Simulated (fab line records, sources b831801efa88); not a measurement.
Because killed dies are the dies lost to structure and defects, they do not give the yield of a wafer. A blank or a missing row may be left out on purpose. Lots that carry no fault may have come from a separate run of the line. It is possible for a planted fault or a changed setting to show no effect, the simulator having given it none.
fab line records	flow gf180mcu
record lots=13	wafers=39	last-day=33
route steps=602 shown LVPWELL@62 VT_IMPLANT@108 MVPSD@139 DUAL_GATE@152
lots that met no fault: taken from a fault-free run of the same line
start-h: the number of hours between the record's first day and the start of the first shown wafer of the lot	wait-h: how many hours have passed since the lot's step before this one	" repeats the value in the row above	L1.1+2: a single row standing in for several wafers	- value missing, or start not given	* or withheld: withheld	< > ~ a bound
route shown NAME@n: NAME is a module with steps in the file, n the number in the route of the first one	usual: average and standard deviation across the fault-free wafers	same: alike in all rows	chamber/n: place in a boat	sites: readings site by site	_std_site: their standard deviation	_edge_site: outer sites' mean less inner sites'	radius-mm: for every site, how far away it sits from the centre of the wafer	mask NAME#n: copy n	behind: tool/chamber where the wafer was last shaped	hold: cause of the lot's hold/its duration in hours/its outcome	device: the n, p or np transistor that did not switch	end of line: the tests these same wafers got at the end of their route	a step without rows: its recipe alone	killed: at the first sort, the dies lost to defects and structure; wafer yield is something else	map: the dies of a wafer, with x for killed, . for not killed, _ for no die there
set.NAME: setting as actually run; set.NAME@STEP: the setting as run at that earlier step	model.NAME: the simulator's own value behind a step, which no gauge read
a sample of lots followed through the steps of the route, with each step as a table and each wafer as a row
services: when a tool's chamber went out of use (start-h, in hours from the record's first day, below 0 if earlier), for how many hours, and the reason
## steps
# step GF_LVPWELL_IMPLANT_08
# recipe species=B	energy-kev=170	dose-cm2=1.5e+13	tilt-deg=0
lot.wafer	tool	chamber	start-h	wait-h
L497.4+5+6	implanter-03	0	69.88	0.1
L498.1+2+6	implanter-01	0	72.89	0.0
L499.1+3+4	implanter-01	0	81.04	0.0
L500.2+3+5	implanter-02	0	83.97	0.0
L502.1+3+4	implanter-01	0	96.34	0.0
L503.3+5+6	implanter-03	0	103.50	0.1
L504.2+5+6	implanter-03	0	113.77	0.0
L506.1+2+6	implanter-03	0	120.84	0.0
L507.1+3+6	implanter-01	0	130.84	0.0
L508.1+3+6	implanter-03	0	138.09	0.0
L513.1+4+5	implanter-01	0	162.69	0.0
L514.2+3+6	implanter-03	0	167.82	0.0
L517.1+4+5	implanter-01	0	185.19	0.0
# step GF_VT_IMPLANT_OVL_MEAS_18
# usual VT_IMPLANT_01_OVL=-0.2/1.3
lot.wafer	tool	chamber	start-h	wait-h	VT_IMPLANT_01_OVL[nm]
L497.4	overlay-02	-	124.98	0.1	0.3
L497.5	"	-	"	"	-0.5
L497.6	"	-	"	"	1.4
L498.1	overlay-02	-	127.21	0.1	1.7
L498.2	"	-	"	"	1.1
L498.6	"	-	"	"	1.3
L499.1	overlay-01	-	136.21	0.1	-1.0
L499.3	"	-	"	"	-0.1
L499.4	"	-	"	"	0.5
L500.2	overlay-01	-	141.46	0.1	0.6
L500.3	"	-	"	"	1.4
L500.5	"	-	"	"	0.7
L502.1	overlay-01	-	155.51	0.1	0.0
L502.3	"	-	"	"	1.1
L502.4	"	-	"	"	-0.7
L503.3	overlay-01	-	163.93	0.1	-1.8
L503.5	"	-	"	"	0.4
L503.6	"	-	"	"	-1.2
L504.2	overlay-01	-	174.91	0.1	-0.6
L504.5	"	-	"	"	-1.6
L504.6	"	-	"	"	0.5
L506.1	overlay-02	-	184.36	0.1	-0.2
L506.2	"	-	"	"	-1.0
L506.6	"	-	"	"	-1.7
L507.1	overlay-01	-	195.96	0.1	0.7
L507.3	"	-	"	"	-0.1
L507.6	"	-	"	"	0.7
L508.1	overlay-02	-	202.36	0.1	1.5
L508.3	"	-	"	"	3.5
L508.6	"	-	"	"	1.8
L513.1	overlay-01	-	230.81	0.1	-0.8
L513.4	"	-	"	"	-0.7
L513.5	"	-	"	"	0.4
L514.2	overlay-02	-	236.77	0.1	-0.3
L514.3	"	-	"	"	-1.6
L514.6	"	-	"	"	0.6
L517.1	overlay-02	-	257.01	0.1	-1.9
L517.4	"	-	"	"	-0.9
L517.5	"	-	"	"	-0.7
# step GF_VT_IMPLANT_RTA_45
# recipe temp-c=1050	time-s=30	ambient=N2
# usual lamp-power-pct=36.6/0.35	wafer_temp_C_max=1053.8/0.81
lot.wafer	tool	chamber	start-h	wait-h	lamp-power-pct	wafer_temp_C_max
L497.4	rtp-anneal-01	0	156.25	0.1	36.9	1052.1
L497.5	"	0	"	"	36.9	1054.3
L497.6	"	0	"	"	37.0	1053.2
L498.1	rtp-anneal-01	0	158.31	0.0	36.8	1054.1
L498.2	"	0	"	"	36.9	1054.7
L498.6	"	0	"	"	36.8	1054.8
L499.1	rtp-anneal-01	0	167.75	0.0	36.9	1055.0
L499.3	"	0	"	"	36.9	1053.4
L499.4	"	0	"	"	36.9	1054.3
L500.2	rtp-anneal-01	0	173.23	0.0	36.9	1054.4
L500.3	"	0	"	"	36.8	1053.0
L500.5	"	0	"	"	36.9	1056.1
L502.1	rtp-anneal-02	0	188.06	0.0	36.2	1054.3
L502.3	"	0	"	"	36.1	1054.1
L502.4	"	0	"	"	36.2	1052.6
L503.3	rtp-anneal-01	0	197.29	0.0	36.9	1055.2
L503.5	"	0	"	"	36.9	1053.7
L503.6	"	0	"	"	36.9	1053.6
L504.2	rtp-anneal-01	0	208.67	0.0	36.8	1054.5
L504.5	"	0	"	"	36.9	1053.1
L504.6	"	0	"	"	36.8	1054.9
L506.1	rtp-anneal-01	0	219.56	0.0	36.9	1053.9
L506.2	"	0	"	"	36.8	1053.2
L506.6	"	0	"	"	36.9	1051.8
L507.1	rtp-anneal-02	0	232.06	0.0	36.2	1053.3
L507.3	"	0	"	"	36.2	1053.1
L507.6	"	0	"	"	36.1	1052.8
L508.1	rtp-anneal-02	0	239.00	0.0	36.2	1054.2
L508.3	"	0	"	"	36.1	1054.4
L508.6	"	0	"	"	36.2	1054.6
L513.1	rtp-anneal-01	0	268.36	0.0	36.9	1054.6
L513.4	"	0	"	"	36.9	1054.7
L513.5	"	0	"	"	36.9	1053.7
L514.2	rtp-anneal-01	0	274.12	0.0	36.8	1054.0
L514.3	"	0	"	"	36.9	1053.3
L514.6	"	0	"	"	36.8	1054.3
L517.1	rtp-anneal-01	0	295.76	0.0	36.8	1052.2
L517.4	"	0	"	"	36.9	1053.0
L517.5	"	0	"	"	36.9	1054.3
# step GF_VT_IMPLANT_RS_MEAS_48
# recipe thk-meas-gauge=four-point-probe
# usual LVPWELL_RS=1197.3/2.8
lot.wafer	tool	chamber	start-h	wait-h	hold	LVPWELL_RS[ohm/sq]
L497.4	film-metro-01	-	156.60	0.1	-	1195.1
L497.5	"	-	"	"	-	1191.7
L497.6	"	-	"	"	-	1195.7
L498.1	film-metro-03	-	158.65	0.1	-	1192.7
L498.2	"	-	"	"	-	1193.2
L498.6	"	-	"	"	-	1191.4
L499.1	film-metro-02	-	168.09	0.1	-	1198.6
L499.3	"	-	"	"	-	1194.6
L499.4	"	-	"	"	-	1196.9
L500.2	film-metro-01	-	173.57	0.1	-	1197.8
L500.3	"	-	"	"	-	1198.5
L500.5	"	-	"	"	-	1198.2
L502.1	film-metro-01	-	188.40	0.1	-	1200.7
L502.3	"	-	"	"	-	1196.6
L502.4	"	-	"	"	-	1198.6
L503.3	film-metro-02	-	197.63	0.1	-	1198.6
L503.5	"	-	"	"	-	1192.8
L503.6	"	-	"	"	-	1199.0
L504.2	film-metro-01	-	209.02	0.1	-	1201.8
L504.5	"	-	"	"	-	1201.2
L504.6	"	-	"	"	-	1202.1
L506.1	film-metro-03	-	219.90	0.1	-	1193.1
L506.2	"	-	"	"	-	1200.0
L506.6	"	-	"	"	-	1198.2
L507.1	film-metro-01	-	232.40	0.1	-	1201.7
L507.3	"	-	"	"	-	1202.0
L507.6	"	-	"	"	-	1198.6
L508.1	film-metro-03	-	239.34	0.1	-	1197.9
L508.3	"	-	"	"	-	1198.3
L508.6	"	-	"	"	-	1194.7
L513.1	film-metro-01	-	268.70	0.1	await-dispo/0.2h/release	1257.0
L513.4	"	-	"	"	await-dispo/0.2h/release	1197.0
L513.5	"	-	"	"	await-dispo/0.2h/release	1197.0
L513.1	film-metro-01	-	268.99	0.3	-	1258.2
L513.4	"	-	"	"	-	1199.0
L513.5	"	-	"	"	-	1200.1
L514.2	film-metro-03	-	274.46	0.1	-	1193.6
L514.3	"	-	"	"	-	1193.5
L514.6	"	-	"	"	-	1197.4
L517.1	film-metro-03	-	296.10	0.1	await-dispo/0.2h/release	1250.6
L517.4	"	-	"	"	await-dispo/0.2h/release	1195.5
L517.5	"	-	"	"	await-dispo/0.2h/release	1196.6
L517.1	film-metro-03	-	296.39	0.3	-	1252.9
L517.4	"	-	"	"	-	1200.7
L517.5	"	-	"	"	-	1195.1
# step GF_VT_IMPLANT_RS_MEAS_49
# recipe thk-meas-gauge=four-point-probe
# usual MVPSD_RS=1170/3.1
lot.wafer	tool	chamber	start-h	wait-h	hold	MVPSD_RS[ohm/sq]
L497.4	film-metro-01	-	156.72	0.1	-	1169
L497.5	"	-	"	"	-	1173
L497.6	"	-	"	"	-	1173
L498.1	film-metro-03	-	158.77	0.1	-	1167
L498.2	"	-	"	"	-	1166
L498.6	"	-	"	"	-	1168
L499.1	film-metro-02	-	168.21	0.1	-	1166
L499.3	"	-	"	"	-	1170
L499.4	"	-	"	"	-	1168
L500.2	film-metro-01	-	173.69	0.1	-	1171
L500.3	"	-	"	"	-	1170
L500.5	"	-	"	"	-	1170
L502.1	film-metro-01	-	188.52	0.1	-	1173
L502.3	"	-	"	"	-	1175
L502.4	"	-	"	"	-	1172
L503.3	film-metro-02	-	197.75	0.1	-	1169
L503.5	"	-	"	"	-	1170
L503.6	"	-	"	"	-	1169
L504.2	film-metro-01	-	209.14	0.1	-	1173
L504.5	"	-	"	"	-	1170
L504.6	"	-	"	"	-	1174
L506.1	film-metro-03	-	220.02	0.1	-	1170
L506.2	"	-	"	"	-	1164
L506.6	"	-	"	"	-	1169
L507.1	film-metro-01	-	232.52	0.1	-	1174
L507.3	"	-	"	"	-	1169
L507.6	"	-	"	"	-	1170
L508.1	film-metro-03	-	239.46	0.1	-	1167
L508.3	"	-	"	"	-	1167
L508.6	"	-	"	"	-	1172
L513.1	film-metro-01	-	271.29	2.3	await-dispo/2.2h/release	1172
L513.4	"	-	"	"	await-dispo/2.2h/release	1171
L513.5	"	-	"	"	await-dispo/2.2h/release	1173
L514.2	film-metro-03	-	274.58	0.1	-	1165
L514.3	"	-	"	"	-	1165
L514.6	"	-	"	"	-	1166
L517.1	film-metro-03	-	299.14	2.7	await-dispo/2.6h/release	1166
L517.4	"	-	"	"	await-dispo/2.6h/release	1167
L517.5	"	-	"	"	await-dispo/2.6h/release	1168
# step GF_DUAL_GATE_OVL_MEAS_11
# usual DUAL_GATE_OVL=0.9/1.1
lot.wafer	tool	chamber	start-h	wait-h	DUAL_GATE_OVL[nm]
L497.4	overlay-01	-	175.47	0.1	-1.7
L497.5	"	-	"	"	1.1
L497.6	"	-	"	"	1.0
L498.1	overlay-01	-	176.71	0.1	-0.9
L498.2	"	-	"	"	-1.1
L498.6	"	-	"	"	0.1
L499.1	overlay-02	-	185.80	0.1	0.8
L499.3	"	-	"	"	1.5
L499.4	"	-	"	"	1.4
L500.2	overlay-01	-	191.31	0.1	1.3
L500.3	"	-	"	"	2.4
L500.5	"	-	"	"	2.5
L502.1	overlay-02	-	207.66	0.1	1.4
L502.3	"	-	"	"	0.5
L502.4	"	-	"	"	-0.2
L503.3	overlay-01	-	217.31	0.1	1.7
L503.5	"	-	"	"	2.4
L503.6	"	-	"	"	0.8
L504.2	overlay-02	-	229.47	0.1	0.6
L504.5	"	-	"	"	-0.4
L504.6	"	-	"	"	-0.7
L506.1	overlay-01	-	240.10	0.1	2.5
L506.2	"	-	"	"	0.2
L506.6	"	-	"	"	1.1
L507.1	overlay-01	-	252.31	0.1	2.2
L507.3	"	-	"	"	2.7
L507.6	"	-	"	"	0.2
L508.1	overlay-01	-	260.16	0.1	1.0
L508.3	"	-	"	"	1.5
L508.6	"	-	"	"	2.0
L513.1	overlay-01	-	289.40	0.1	1.3
L513.4	"	-	"	"	0.4
L513.5	"	-	"	"	-0.3
L514.2	overlay-02	-	297.06	0.1	0.5
L514.3	"	-	"	"	-0.1
L514.6	"	-	"	"	-0.3
L517.1	overlay-02	-	317.96	0.1	0.7
L517.4	"	-	"	"	1.0
L517.5	"	-	"	"	0.4
## services
tool	chamber	start-h	hours	kind
implanter-03	-	79.44	5.6	repair
implanter-02	-	84.93	2.9	repair
implanter-01	-	108.33	19.7	pm
rtp-anneal-01	-	150.51	3.3	pm
implanter-02	-	164.08	2.5	repair
implanter-02	-	194.51	0.9	repair
implanter-02	-	196.59	2.2	repair
implanter-03	-	200.68	3.7	pm
implanter-03	-	204.55	1.2	repair
implanter-01	-	208.50	2.6	repair
implanter-01	-	239.51	0.5	repair
implanter-02	-	256.45	2.7	repair
implanter-01	-	276.68	3.6	pm
## key
first-sign step=GF_VT_IMPLANT_RS_MEAS_48	reading=LVPWELL_RS	direction=up	sigmas=20	usual=1197.3	struck=1253.8
effect step=GF_VT_IMPLANT_RS_MEAS_48	reading=hold	direction=added
met-at GF_LVPWELL_IMPLANT_08
struck-lots L513,L517
struck-wafers L513.1,L517.1
tester-left-out L513,L517
not-acting-at GF_VT_IMPLANT_OVL_MEAS_18,GF_VT_IMPLANT_RTA_45,GF_DUAL_GATE_OVL_MEAS_11
onset-between 130.84 162.69
fault kind=process-parameter-drift	tool=implanter-01	chamber=-	onset-h=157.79	steps=GF_LVPWELL_IMPLANT_08	channel=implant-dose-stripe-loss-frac	offset=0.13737	shape=step	end-h=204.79	scope=struck-wafers-only
# tester-left-out: of these lots the tester's yield and bins aren't shown, on N5 and GAA mostly nor the transistor test; their killed dies are dies lost to structure and defects alone, not to doping, threshold or leakage, so they don't give the yield
